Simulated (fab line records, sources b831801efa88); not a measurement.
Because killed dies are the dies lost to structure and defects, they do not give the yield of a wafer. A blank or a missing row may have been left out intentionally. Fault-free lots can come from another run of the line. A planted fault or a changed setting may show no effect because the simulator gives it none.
What tool caused it? ; flow sky130 ; route of 708 steps, sampled at 1 step: 6 lots, 18 wafers

## WHAT THE GAUGES READ, wafer by wafer
SKY_FIELD_ISO_THK_MEAS_04.
lot;measured;on;FIELD_ISO_CVD_03_THK (nm)
L314;day 1 18:29;film-metro-02;161.8 163.4 162.7
L316;day 2 05:50;film-metro-01;166.4 164.4 163.6
L320;day 3 01:02;film-metro-01;163.0 164.0 164.3
L330;day 5 06:46;film-metro-02;163.9 163.2 163.0
L332;day 5 14:46;film-metro-04;164.6 163.6 163.5
L334;day 5 23:38;film-metro-01;162.9 164.8 164.0

## EACH LOT AND THE TOOL THAT RAN IT (in order: tool; ch and the chambers of the sampled wafers; start)
No process step before these readings appears in the record.

## THE ANSWER, worked out from the rows above alone
Rule: the usual values come from the lots themselves. Put in order of their means at a reading, lots are off if they are a third of the lots or fewer, leave a main group of 4 or more, and stand apart from it by a gap of 3 or more times the standard deviation of the main group's means; of several such gaps the widest counts. If all means in a main group match to the digits the tables above print for the reading, that group is not used. A lot without any number at a reading at which 4 lots or more have one is off too. Where the step has rows for the other lots, those lots are counted as sound.
No lot is off at any reading shown: from this, nothing can be told.

## WHAT THE SIMULATOR PUT IN
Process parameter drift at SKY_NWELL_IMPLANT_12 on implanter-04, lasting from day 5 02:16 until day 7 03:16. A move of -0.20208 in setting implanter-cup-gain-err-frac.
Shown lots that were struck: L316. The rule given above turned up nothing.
